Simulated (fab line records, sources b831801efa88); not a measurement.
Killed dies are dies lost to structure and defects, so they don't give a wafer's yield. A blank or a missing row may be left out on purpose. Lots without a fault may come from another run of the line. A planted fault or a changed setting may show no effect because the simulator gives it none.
fab line records | flow sky130
record lots=7 wafers=21 last_day=50
route steps=708 shown METAL3@563 VIA3@573 PAD_OPEN@708
lots that met no fault: from a run of the same line without faults
start_h: hours from the record's first day to the start of the lot's first wafer shown | wait_h: hours since the lot's step before | " the same as in the row above | L1.1+2: a row that stands for several wafers | - no value, or no start given | * or withheld: withheld | < > ~ a bound
route shown NAME@n: a module of which the file shows steps, and the number in the route of the first | usual: mean/standard deviation of fault-free wafers | same: alike in all rows | chamber/n: place in a boat | sites: the reading at each site | _std_site: their standard deviation | _edge_site: outer sites' mean less inner sites' | radius_mm: how far each site lies from the wafer's centre | mask NAME#n: copy n | behind: the tool/chamber that last shaped the wafer | hold: why the lot was held/for how many hours/how that ended | device: the transistor (n, p or np) that didn't switch | end of line: the same wafers' tests at the end of the route | a step without rows: its recipe alone | killed: dies lost to structure and defects at the first sort, not the wafer's yield | map: a wafer's dies, x killed, . not, _ none there
set.NAME: the setting as run; set.NAME@STEP: as run at that earlier step | model.NAME: the simulator's own value behind a step, which no gauge read
lots at some steps of the route; a table a step, a row a wafer
services: from which hour (start_h, from the record's first day; less than 0 if before it) a tool's chamber was out of use, for how many hours, and why
## steps
# step SKY_METAL3_CD_MEAS_13
# recipe target_cd_nm=300
# usual cd_nm=300.0/1.2
# columns lot.wafer tool chamber start_h wait_h cd_nm
L898.2 cd_sem-02 - 979.91 - 301.0
L898.3 " - " " 300.4
L898.4 " - " " 299.7
L902.2 cd_sem-02 - 1022.98 - 298.8
L902.3 " - " " 299.0
L902.6 " - " " 300.0
L903.1 cd_sem-01 - 1024.37 - 300.7
L903.4 " - " " 301.2
L903.6 " - " " 301.2
L905.2 cd_sem-01 - 1030.93 - 299.9
L905.4 " - " " 298.8
L905.6 " - " " 300.5
L904.2 cd_sem-02 - 1046.19 - 299.8
L904.4 " - " " 301.5
L904.6 " - " " 299.5
L908.1 cd_sem-02 - 1052.32 - 299.2
L908.3 " - " " 299.6
L908.5 " - " " 296.9
L910.2 cd_sem-01 - 1056.01 - 299.7
L910.3 " - " " 298.6
L910.6 " - " " 298.5
# step SKY_METAL3_OVL_MEAS_14
# usual METAL3_OVL=-1/6.5
# columns lot.wafer tool chamber start_h wait_h METAL3_OVL[nm]
L898.2 overlay-02 - 980.02 0.1 -10
L898.3 " - " " -2
L898.4 " - " " 1
L902.2 overlay-01 - 1023.09 0.1 -7
L902.3 " - " " -5
L902.6 " - " " -9
L903.1 overlay-02 - 1024.49 0.1 10
L903.4 " - " " 5
L903.6 " - " " 10
L905.2 overlay-02 - 1031.04 0.1 -7
L905.4 " - " " -14
L905.6 " - " " -5
L904.2 overlay-02 - 1046.30 0.1 3
L904.4 " - " " 1
L904.6 " - " " 1
L908.1 overlay-02 - 1052.44 0.1 -4
L908.3 " - " " -8
L908.5 " - " " -2
L910.2 overlay-01 - 1056.11 0.1 -2
L910.3 " - " " 8
L910.6 " - " " 0
# step SKY_METAL3_DESCUM_15
# recipe chemistry=O2 source_power_w=150 bias_power_w=0 pressure_mtorr=10 temp_c=40 time_s=8
# usual drypump_motor_current_A=5.7/0.42 he_backside_leak_sccm=3.39/0.28 oes_product_au=1.000/0.011
# columns lot.wafer tool chamber start_h wait_h drypump_motor_current_A he_backside_leak_sccm oes_product_au rf_hours_counter_h
L898.2 rie_metal-02 0 980.05 0.0 5.0 3.49 1.011 14
L898.3 " 1 " " 6.1 3.26 0.998 -
L898.4 " 0 " " 5.0 3.65 1.012 -
L902.2 rie_metal-04 0 1023.12 0.0 5.9 3.53 0.994 5
L902.3 " 0 " " 5.8 3.68 0.993 -
L902.6 " 1 " " 6.0 3.28 1.005 -
L903.1 rie_metal-02 0 1024.53 0.0 5.0 3.70 1.002 17
L903.4 " 0 " " 5.0 3.58 1.003 -
L903.6 " 1 " " 6.1 3.52 1.001 -
L905.2 rie_metal-02 0 1031.07 0.0 5.0 3.53 1.010 17
L905.4 " 1 " " 6.1 3.42 0.997 -
L905.6 " 1 " " 6.1 3.35 1.001 -
L904.2 rie_metal-04 0 1046.33 0.0 5.9 3.43 0.994 6
L904.4 " 0 " " 5.9 3.51 0.993 -
L904.6 " 0 " " 5.9 3.42 0.993 -
L908.1 rie_metal-01 1 1052.48 0.0 5.3 3.21 0.990 17
L908.3 " 0 " " 5.9 3.02 0.992 -
L908.5 " 0 " " 5.9 3.39 0.994 -
L910.2 rie_metal-04 0 1056.14 0.0 5.9 3.43 1.004 7
L910.3 " 0 " " 5.9 3.62 1.006 -
L910.6 " 1 " " 5.9 3.05 1.007 -
# step SKY_METAL3_ETCH_16
# recipe chemistry=N2/H2 target=BARC ion_energy_ev=200 bias_w=100 pressure_mtorr=30 n2_flow_sccm=100 h2_flow_sccm=200 icp_w=500 stop_on=SiO2 time_s=88.2 target_depth_a=600
# usual drypump_motor_current_A=5.7/0.42 he_backside_leak_sccm=3.37/0.19 oes_product_au=0.625/0.0044 throttle_valve_pct=13.205/0.0086
# columns lot.wafer tool chamber start_h wait_h drypump_motor_current_A he_backside_leak_sccm oes_product_au rf_hours_counter_h throttle_valve_pct
L898.2 rie_metal-02 0 980.08 0.0 5.0 3.51 0.621 14 13.210
L898.3 " 1 " " 6.1 3.22 0.620 - 13.200
L898.4 " 0 " " 5.0 3.53 0.622 - 13.197
L902.2 rie_metal-04 0 1023.15 0.0 5.9 3.62 0.626 5 13.210
L902.3 " 0 " " 5.9 3.40 0.624 - 13.209
L902.6 " 1 " " 6.0 3.35 0.619 - 13.206
L903.1 rie_metal-02 0 1024.56 0.0 5.0 3.56 0.628 17 13.218
L903.4 " 0 " " 5.0 3.54 0.627 - 13.201
L903.6 " 1 " " 6.1 3.52 0.623 - 13.205
L905.2 rie_metal-02 0 1031.10 0.0 5.0 3.55 0.623 17 13.193
L905.4 " 1 " " 6.1 3.47 0.626 - 13.208
L905.6 " 1 " " 6.1 3.49 0.631 - 13.198
L904.2 rie_metal-04 0 1046.36 0.0 5.9 3.61 0.626 6 13.196
L904.4 " 0 " " 5.9 3.68 0.627 - 13.204
L904.6 " 0 " " 5.9 3.53 0.628 - 13.209
L908.1 rie_metal-01 1 1052.51 0.0 5.2 3.36 0.625 17 13.194
L908.3 " 0 " " 6.0 3.14 0.630 - 13.213
L908.5 " 0 " " 6.0 3.35 0.625 - 13.216
L910.2 rie_metal-04 0 1056.17 0.0 5.9 3.63 0.623 7 13.225
L910.3 " 0 " " 5.9 3.51 0.622 - 13.216
L910.6 " 1 " " 6.0 3.14 0.631 - 13.203
# step SKY_METAL3_ETCH_17
# recipe target=SiO2 stop_on=TiN chemistry=C4F8/O2/Ar source_w=1500 bias_w=1200 pressure_mtorr=40 c4f8_flow_sccm=withheld O2_flow_sccm=6 Ar_flow_sccm=300 time_s=3.9 target_depth_a=150
# usual oes_product_au=0.752/0.0069
# columns lot.wafer tool chamber start_h wait_h oes_product_au rf_hours_counter_h
L898.2 rie_diel-02 0 980.18 0.1 0.745 15
L898.3 " 3 " " 0.749 6
L898.4 " 1 " " 0.754 23
L902.2 rie_diel-01 2 1023.25 0.1 0.746 12
L902.3 " 0 " " 0.741 7
L902.6 " 2 " " 0.751 -
L903.1 rie_diel-02 3 1024.66 0.1 0.744 7
L903.4 " 0 " " 0.758 16
L903.6 " 2 " " 0.746 -
L905.2 rie_diel-01 1 1031.20 0.1 0.748 21
L905.4 " 0 " " 0.761 8
L905.6 " 1 " " 0.758 -
L904.2 rie_diel-03 2 1046.46 0.1 0.747 15
L904.4 " 1 " " 0.752 20
L904.6 " 2 " " 0.755 -
L908.1 rie_diel-02 1 1052.61 0.1 0.745 25
L908.3 " 0 " " 0.753 17
L908.5 " 2 " " 0.763 -
L910.2 rie_diel-01 2 1056.27 0.1 0.751 13
L910.3 " 3 " " 0.765 16
L910.6 " 3 " " 0.752 -
# step SKY_METAL3_METAL_ETCH_18
# recipe target_depth_a=8450 stop_on=SiO2 over_etch_frac=0.3 time_s=183.1 chemistry=Cl2/BCl3 resist_sidewall_deg=88 pressure_mtorr=10 icp_w=900 bias_w=48.5 Cl2_flow_sccm=60 bcl3_flow_sccm=30
# usual drypump_motor_current_A=5.7/0.4 he_backside_leak_sccm=3.38/0.27 oes_product_au=0.864/0.0073 throttle_valve_pct=22.264/0.0092
# columns lot.wafer tool chamber start_h wait_h drypump_motor_current_A he_backside_leak_sccm oes_product_au rf_hours_counter_h throttle_valve_pct
L898.2 rie_metal-01 0 980.20 0.0 5.9 3.26 0.862 13 22.262
L898.3 " 0 " " 5.9 3.19 0.857 - 22.266
L898.4 " 1 " " 5.3 3.19 0.873 - 22.260
L902.2 rie_metal-02 0 1023.27 0.0 5.0 3.57 0.850 17 22.268
L902.3 " 0 " " 5.0 3.64 0.857 - 22.281
L902.6 " 1 " " 6.1 3.49 0.847 - 22.247
L903.1 rie_metal-04 0 1024.68 0.0 5.9 3.62 0.866 5 22.274
L903.4 " 0 " " 5.9 3.53 0.862 - 22.257
L903.6 " 1 " " 6.0 3.24 0.856 - 22.270
L905.2 rie_metal-01 1 1031.22 0.0 5.3 3.24 0.870 15 22.269
L905.4 " 0 " " 5.9 3.18 0.854 - 22.261
L905.6 " 1 " " 5.3 3.20 0.870 - 22.268
L904.2 rie_metal-01 1 1046.48 0.0 5.3 3.16 0.858 16 22.275
L904.4 " 1 " " 5.3 3.10 0.844 - 22.236
L904.6 " 1 " " 5.3 3.22 0.856 - 22.265
L908.1 rie_metal-02 0 1052.63 0.0 5.0 3.50 0.859 18 22.267
L908.3 " 0 " " 5.0 3.55 0.872 - 22.263
L908.5 " 0 " " 5.0 3.59 0.870 - 22.259
L910.2 rie_metal-01 0 1056.29 0.0 5.9 3.19 0.861 18 22.263
L910.3 " 1 " " 5.3 3.14 0.859 - 22.256
L910.6 " 1 " " 5.3 3.15 0.865 - 22.272
# step SKY_METAL3_STRIP_19
# recipe chemistry=O2/N2 power_w=1400 pressure_mtorr=1500 platen_temp_c=withheld o2_flow_sccm=3000 n2_flow_sccm=300 overash_fraction=0.5
# usual drypump_motor_current_A=5.7/0.56 oes_product_au=0.502/0.0057 strip_time_to_endpoint_s=6.55/0.095
# same overash_fraction=0.5
# columns lot.wafer tool chamber start_h wait_h drypump_motor_current_A oes_product_au rf_hours_counter_h strip_time_to_endpoint_s
L898.2 plasma_asher-02 0 980.37 0.1 6.2 0.494 119 6.57
L898.3 " 1 " " 5.6 0.494 - 6.56
L898.4 " 0 " " 6.2 0.505 - 6.67
L902.2 plasma_asher-02 0 1023.44 0.1 6.3 0.489 123 6.41
L902.3 " 1 " " 5.6 0.495 - 6.48
L902.6 " 0 " " 6.2 0.497 - 6.48
L903.1 plasma_asher-02 0 1024.85 0.1 6.2 0.502 123 6.59
L903.4 " 1 " " 5.6 0.505 - 6.53
L903.6 " 0 " " 6.3 0.502 - 6.44
L905.2 plasma_asher-03 1 1031.39 0.1 5.3 0.512 87 6.64
L905.4 " 1 " " 5.3 0.498 - 6.55
L905.6 " 0 " " 6.2 0.512 - 6.65
L904.2 plasma_asher-02 0 1046.65 0.1 6.2 0.506 125 6.78
L904.4 " 0 " " 6.2 0.515 - 6.72
L904.6 " 0 " " 6.3 0.509 - 6.79
L908.1 plasma_asher-02 1 1052.80 0.1 5.6 0.497 125 6.46
L908.3 " 0 " " 6.2 0.501 - 6.43
L908.5 " 1 " " 5.6 0.499 - 6.44
L910.2 plasma_asher-03 1 1056.47 0.1 5.3 0.501 90 6.57
L910.3 " 0 " " 6.2 0.505 - 6.70
L910.6 " 0 " " 6.2 0.502 - 6.71
# step SKY_METAL3_STRIP_20
# recipe chemistry=post_etch_residue_remover time_s=1200 temp_c=72.5
# step SKY_METAL3_CLEAN_21
# recipe chemistry=IPA time_s=180 temp_c=25
# step SKY_METAL3_CLEAN_22
# recipe chemistry=O3/DIW dry=n2_spin
# step SKY_VIA3_HDPCVD_00
# recipe material=SiO2 target_thk_nm=1635 sigma_open_frac=0.3 time_s=272.5 temp_c=400 sih4_flow_sccm=60 pressure_mtorr=6
# step SKY_VIA3_THK_MEAS_01
# recipe reads=SiO2_of_VIA3_HDPCVD_00
# usual VIA3_HDPCVD_THK=1632/18
# columns lot.wafer tool chamber start_h wait_h VIA3_HDPCVD_THK[nm]
L898.2 film_metro-01 - 981.14 0.1 1636
L898.3 " - " " 1673
L898.4 " - " " 1651
L902.2 film_metro-01 - 1024.21 0.1 1652
L902.3 " - " " 1616
L902.6 " - " " 1662
L903.1 film_metro-01 - 1025.61 0.1 1619
L903.4 " - " " 1621
L903.6 " - " " 1606
L905.2 film_metro-01 - 1032.51 0.1 1643
L905.4 " - " " 1651
L905.6 " - " " 1649
L904.2 film_metro-02 - 1047.42 0.1 1641
L904.4 " - " " 1626
L904.6 " - " " 1645
L908.1 film_metro-03 - 1053.56 0.1 1595
L908.3 " - " " 1600
L908.5 " - " " 1619
L910.2 film_metro-02 - 1057.24 0.1 1607
L910.3 " - " " 1629
L910.6 " - " " 1617
# step SKY_VIA3_CMP_02
# recipe material=SiO2 down_force_psi=4 platen_rpm=60 pad_velocity_m_s=0.94248
# usual edge_zone_pressure_frac=1.000/0.0056 head_pressure_psi=4.000/0.0082 motor_current_A=12.1/1.6 retaining_ring_pressure_frac=1.001/0.0049
# columns lot.wafer tool chamber start_h wait_h edge_zone_pressure_frac head_pressure_psi motor_current_A retaining_ring_pressure_frac model.SiO2_of_VIA3_HDPCVD_00.thk_nm
L898.4 cmp-02 0 981.24 0.1 0.991 3.993 14.1 1.008 464.8
L898.2 " 1 " " 0.993 3.996 10.0 1.002 465.1
L898.3 " 2 " " 0.990 4.010 10.0 1.003 466
L902.3 cmp-01 1 1024.26 0.0 0.995 3.989 13.4 0.997 464.6
L902.2 " 2 " " 0.997 4.013 12.8 0.996 465.8
L902.6 " 2 " " 1.007 4.011 12.2 1.007 464.9
L903.1 cmp-01 1 1025.72 0.1 - - - - 1619
L903.4 " 2 " " - - - - 1622
L903.6 " 1 " " - - - - 1607
L905.2 cmp-02 2 1032.61 0.1 - - - - 1644
L905.4 " 3 " " - - - - 1651
L905.6 " 1 " " - - - - 1649
L904.4 cmp-01 2 1047.57 0.1 - - - - 1626
L904.2 " 3 " " - - - - 1641
L904.6 " 0 " " - - - - 1644
L908.1 cmp-01 3 1053.62 0.1 0.992 3.993 14.5 0.987 463.2
L908.3 " 2 " " 0.991 4.005 11.8 0.998 463.4
L908.5 " 0 " " 1.005 3.989 12.8 0.999 464.2
L910.3 cmp-01 2 1057.29 0.0 1.011 4.000 12.1 0.999 464.3
L910.2 " 0 " " 0.992 3.984 12.9 0.998 464.2
L910.6 " 2 " " 1.002 4.000 11.8 1.004 463.6
# step SKY_VIA3_BOW_MEAS_03
# recipe mode=bow
# usual VIA3_BOW=80/7.7
# columns lot.wafer tool chamber start_h wait_h hold VIA3_BOW[um]
L898.2 film_metro-01 - 981.56 0.2 - 76
L898.3 " - " " - 86
L898.4 " - " " - 88
L902.2 film_metro-01 - 1024.58 0.2 - 75
L902.3 " - " " - 86
L902.6 " - " " - 75
L903.1 film_metro-03 - 1025.97 0.2 await_dispo/0.2h/release 142
L903.4 " - " " await_dispo/0.2h/release 150
L903.6 " - " " await_dispo/0.2h/release 136
L903.1 film_metro-03 - 1026.26 0.3 - -
L903.4 " - " " - -
L903.6 " - " " - -
L905.2 film_metro-01 - 1032.88 0.2 await_dispo/0.2h/release 133
L905.4 " - " " await_dispo/0.2h/release 136
L905.6 " - " " await_dispo/0.2h/release 141
L905.2 film_metro-01 - 1033.16 0.3 - -
L905.4 " - " " - -
L905.6 " - " " - -
L904.2 film_metro-01 - 1047.79 0.1 await_dispo/0.2h/release 119
L904.4 " - " " await_dispo/0.2h/release 133
L904.6 " - " " await_dispo/0.2h/release 119
L904.2 film_metro-01 - 1048.15 0.3 - -
L904.4 " - " " - -
L904.6 " - " " - -
L908.1 film_metro-01 - 1053.92 0.2 - 73
L908.3 " - " " - 84
L908.5 " - " " - 75
L910.2 film_metro-02 - 1057.61 0.2 - 84
L910.3 " - " " - 90
L910.6 " - " " - 90
# step SKY_PAD_OPEN_PROBE_99
# usual defect_limited_yield=82.6/1.8 killed_at_M0_to_M3=44/6.3 killed_at_M4_up=2.8/1.7 killed_at_contacts=25/5.8 killed_at_front_end=14/4.4 killed_at_other=0.3/0.49 killed_dies=86/8.7 killed_open=48/5.8 killed_short=38/6 sort_bin_3_pad_short=0.8/0.39 sort_bin_5_function=10.4/1.4 sort_bin_6_memory=6.2/1.1 sort_n_pass=406/8.7 sort_yield_pct=82.6/1.8
# same gross_dies=492 killed_at_back_side=0 sort_bin_4_leakage[%]=0 sort_bin_8_speed[%]=0
# columns lot.wafer tool chamber start_h wait_h defect_limited_yield[%] killed_at_M0_to_M3 killed_at_M4_up killed_at_contacts killed_at_front_end killed_at_other killed_dies killed_open killed_short sort_bin_3_pad_short[%] sort_bin_5_function[%] sort_bin_6_memory[%] sort_n_pass sort_yield_pct[%]
L898.2 prober-01 - 1139.58 0.1 81.9 38 2 31 18 0 89 55 34 0.6 11.0 6.5 403 81.9
L898.3 prober-01 - 1139.63 0.2 82.7 45 3 23 14 0 85 58 27 0.4 11.6 5.3 407 82.7
L898.4 prober-01 - 1139.68 0.2 84.6 44 3 13 16 0 76 43 33 1.2 9.8 4.5 416 84.6
L902.2 prober-01 - 1173.32 0.1 85.6 41 4 18 8 0 71 39 32 0.2 8.3 5.9 421 85.6
L902.3 prober-01 - 1173.37 0.2 80.7 41 4 29 20 1 95 53 42 0.6 11.6 7.1 397 80.7
L902.6 prober-01 - 1173.52 0.2 82.5 46 4 29 7 0 86 50 36 0.4 10.6 6.5 406 82.5
# killed by level:class
L898.2 LI_CONTACT:geometric_particle:open=12 VIA1:geometric_particle:open=10 CONTACT:geometric_particle:open=10 VIA2:geometric_particle:open=6 VIA3:geometric_particle:open=6 METAL2:geometric_particle:short=5 CONTACT:geometric_particle:short=5 POLY_GATE:geometric_particle:open=4
L898.3 VIA1:geometric_particle:open=14 CONTACT:geometric_particle:open=10 VIA3:geometric_particle:open=8 LI_CONTACT:geometric_particle:open=5 VIA2:geometric_particle:open=5 METAL3:geometric_particle:short=5 FIELD_ISO:geometric_particle:open=4 CONTACT:geometric_particle:short=4
L898.4 VIA1:geometric_particle:open=14 VIA3:geometric_particle:open=6 VIA2:geometric_particle:open=6 POLY_GATE:geometric_particle:open=5 CONTACT:geometric_particle:short=4 METAL2:geometric_particle:short=4 POLY_GATE:geometric_particle:short=3 VIA1:geometric_particle:short=3
L902.2 VIA1:geometric_particle:open=10 CONTACT:geometric_particle:open=8 VIA3:geometric_particle:open=8 VIA1:geometric_particle:short=6 VIA2:geometric_particle:open=5 CONTACT:geometric_particle:short=5 METAL1:geometric_particle:short=4 LI_CONTACT:geometric_particle:open=3
L902.3 CONTACT:geometric_particle:open=14 VIA2:geometric_particle:open=9 VIA1:geometric_particle:open=8 POLY_GATE:geometric_particle:open=5 LI_CONTACT:geometric_particle:open=5 METAL2:geometric_particle:short=5 POLY_GATE:geometric_particle:short=4 SPACER:geometric_particle:open=4
L902.6 VIA3:geometric_particle:open=15 CONTACT:geometric_particle:open=13 VIA1:geometric_particle:open=7 LI_CONTACT:geometric_particle:open=6 METAL1:geometric_particle:short=6 VIA3:geometric_particle:short=6 CONTACT:geometric_particle:short=5 LOCAL_INTERCONNECT:geometric_particle:short=3
## services
# columns tool chamber start_h hours kind
rie_diel-02 2 960.48 1.5 repair
plasma_asher-03 - 974.12 0.9 repair
plasma_asher-03 - 987.52 0.7 repair
rie_diel-03 - 999.72 0.2 repair
rie_diel-01 2 1031.63 6.9 repair
cmp-02 - 1039.62 4.8 pm
cmp-01 - 1041.08 0.5 repair
rie_diel-01 - 1046.62 1.4 repair
plasma_asher-02 - 1055.25 9.0 pm
plasma_asher-02 0 1055.25 9.0 vent_cycle
plasma_asher-02 1 1055.25 9.0 vent_cycle
rie_diel-01 3 1056.66 11.2 repair
## key
first_sign step=SKY_VIA3_CMP_02 reading=tool_record direction=missing
effect step=SKY_VIA3_BOW_MEAS_03 reading=visit direction=added
effect step=SKY_VIA3_BOW_MEAS_03 reading=VIA3_BOW direction=up sigmas=7 usual=80 struck=134
model_effect step=SKY_VIA3_CMP_02 value=SiO2_of_VIA3_HDPCVD_00.thk_nm without=464.3 struck=1634
met_at SKY_VIA3_CMP_02
struck_wafers L903.1,L903.4,L903.6,L904.2,L904.4,L904.6,L905.2,L905.4,L905.6
scrapped_behind SKY_VIA3_BOW_MEAS_03 L903.1,L903.4,L903.6,L904.2,L904.4,L904.6,L905.2,L905.4,L905.6
onset_between 1024.26 1025.72
fault kind=skipped_step_whole tool=cmp-01,cmp-02 chamber=- onset_h=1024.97 steps=SKY_VIA3_CMP_02 scope=struck_lots_only
